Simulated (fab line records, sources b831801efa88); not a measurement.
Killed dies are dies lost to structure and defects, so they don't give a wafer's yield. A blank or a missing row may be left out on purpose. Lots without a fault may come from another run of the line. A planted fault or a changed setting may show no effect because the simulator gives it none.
Which tool did it? | flow sky130 | 14 lots, 42 wafers sampled, at 2 steps of a route of 708

WHAT THE GAUGES READ, wafer by wafer
The record holds no reading of a measuring or inspecting step that can be judged against a usual standard deviation.

WHICH TOOL RAN EACH LOT (tool, then ch and the chambers of the sampled wafers, then the start)
lot  | SKY_POLY_CUT_ETCH_11               | SKY_PAD_OPEN_PROBE_99
L897 | rie_diel-01 ch 0,3, day 23 19:50   | -
L898 | rie_diel-02 ch 1,3, day 24 09:26   | -
L899 | rie_diel-01 ch 0,1,2, day 24 16:11 | -
L900 | rie_diel-02 ch 1,2,3, day 24 16:14 | -
L901 | rie_diel-01 ch 0,1,2, day 25 08:31 | -
L903 | rie_diel-01 ch 0,1, day 26 21:33   | -
L904 | rie_diel-03 ch 0,2,3, day 26 23:02 | -
L902 | rie_diel-02 ch 0,3, day 26 23:21   | -
L908 | rie_diel-01 ch 0,1,2, day 27 21:39 | -
L909 | rie_diel-01 ch 1,2, day 28 03:20   | prober-01, day 48 12:46
L914 | rie_diel-01 ch 0,1, day 29 22:26   | prober-02, day 49 17:40
L917 | rie_diel-03 ch 0,1, day 30 21:32   | -
L919 | rie_diel-03 ch 1,2,3, day 31 11:50 | -
L920 | rie_diel-02 ch 0,1, day 31 20:20   | -
- SKY_POLY_CUT_ETCH_11: etches Si3N4 in CF4/CH2F2/Ar, stops on poly-Si, time 42.5 s, target depth 60 nm.
- SKY_PAD_OPEN_PROBE_99

WHAT THE TOOLS THEMSELVES READ (means of the sampled wafers that have a number; where no wafer has one, the mark that the record gives instead)
SKY_POLY_CUT_ETCH_11. Usual: chamber_pressure_mTorr 40.00 mTorr, standard deviation 0.04; drypump_motor_current_A 5.7 A, standard deviation 0.34; oes_product_au 0.828 a.u., standard deviation 0.0067; throttle_valve_pct 14.995 %, standard deviation 0.0088.
lot  | tool        | chamber_pressure_mTorr (mTorr) | drypump_motor_current_A (A) | oes_product_au (a.u.) | throttle_valve_pct (%) | flag
L897 | rie_diel-01 | 40.02                          | 6.0                         | 0.839                 | 14.987                 |
L898 | rie_diel-02 | 40.00                          | 5.8                         | 0.819                 | 14.992                 |
L899 | rie_diel-01 | 40.02                          | 5.8                         | 0.833                 | 14.996                 |
L900 | rie_diel-02 | 40.03                          | 5.9                         | 0.831                 | 14.991                 |
L901 | rie_diel-01 | 39.98                          | 5.8                         | 0.831                 | 14.993                 |
L903 | rie_diel-01 | 39.99                          | 5.9                         | 0.830                 | 14.999                 |
L904 | rie_diel-03 | 40.00                          | 5.5                         | 0.828                 | 14.995                 |
L902 | rie_diel-02 | 39.98                          | 5.4                         | 0.825                 | 14.990                 |
L908 | rie_diel-01 | 39.98                          | 5.9                         | 0.832                 | 14.998                 |
L909 | rie_diel-01 | 40.02                          | 6.0                         | 0.765                 | 14.984                 | OFF
L914 | rie_diel-01 | 40.05                          | 6.0                         | 0.773                 | 14.993                 | OFF
L917 | rie_diel-03 | 39.97                          | 5.5                         | 0.818                 | 14.995                 |
L919 | rie_diel-03 | 40.00                          | 5.4                         | 0.827                 | 14.994                 |
L920 | rie_diel-02 | 40.02                          | 5.7                         | 0.831                 | 14.995                 |

SKY_PAD_OPEN_PROBE_99. Usual: killed_at_M0_to_M3 44, standard deviation 6.4; killed_at_M4_up 3.4, standard deviation 2.1; killed_at_contacts 23, standard deviation 5; killed_at_front_end 15, standard deviation 4.5; killed_at_other 0.3, standard deviation 0.54; killed_dies 86, standard deviation 9.5; killed_on_rim 17, standard deviation 3.9; killed_open 48, standard deviation 6.9; killed_short 38, standard deviation 5.9.
lot  | tool      | killed_at_M0_to_M3 | killed_at_M4_up | killed_at_contacts | killed_at_front_end | killed_at_other | killed_dies | killed_on_rim | killed_open | killed_short | flag
L909 | prober-01 | 38                 | 3.3             | 25                 | 284                 | 0.0             | 350         | 69            | 49          | 35           | OFF
L914 | prober-02 | 46                 | 3.7             | 21                 | 286                 | 0.3             | 357         | 69            | 52          | 39           | OFF

THE ANSWER, worked out from the rows above alone
Rule: a lot is off if the mean of its wafers that have a number lies more than 3 standard deviations from the usual mean. A lot without any number at a reading at which 4 lots or more have one is off too. The other lots that the step has rows for count as sound. The gauges are gone through in route order, then the tools' own readings, and for those a lot's mean is taken as printed above. The first step at which some lot is off is used, and at that step the reading that is off furthest; a lot without a number counts as furthest.
Off: L909, L914, at SKY_POLY_CUT_ETCH_11 (oes_product_au).
A tool fits if, at that step or a process step before it, it ran every lot that is off, and no sound lot after the first of them. One fits: rie_diel-01 at SKY_POLY_CUT_ETCH_11. Its last sound lot is L908 (day 27 21:39), its first lot that is off L909 (day 28 03:20): a fault that began between those two fits.
The tool's own readings at SKY_POLY_CUT_ETCH_11 bear it out: on the lots that are off they differ by more than 5 times the standard deviation of the sound lots' means. oes_product_au reads 0.769 a.u. there against 0.829 a.u. on the sound lots.

WHAT THE SIMULATOR HAD PUT IN
Process parameter drift: rie_diel-01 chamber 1, from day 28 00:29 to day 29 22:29, at SKY_POLY_CUT_ETCH_11. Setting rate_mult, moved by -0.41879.
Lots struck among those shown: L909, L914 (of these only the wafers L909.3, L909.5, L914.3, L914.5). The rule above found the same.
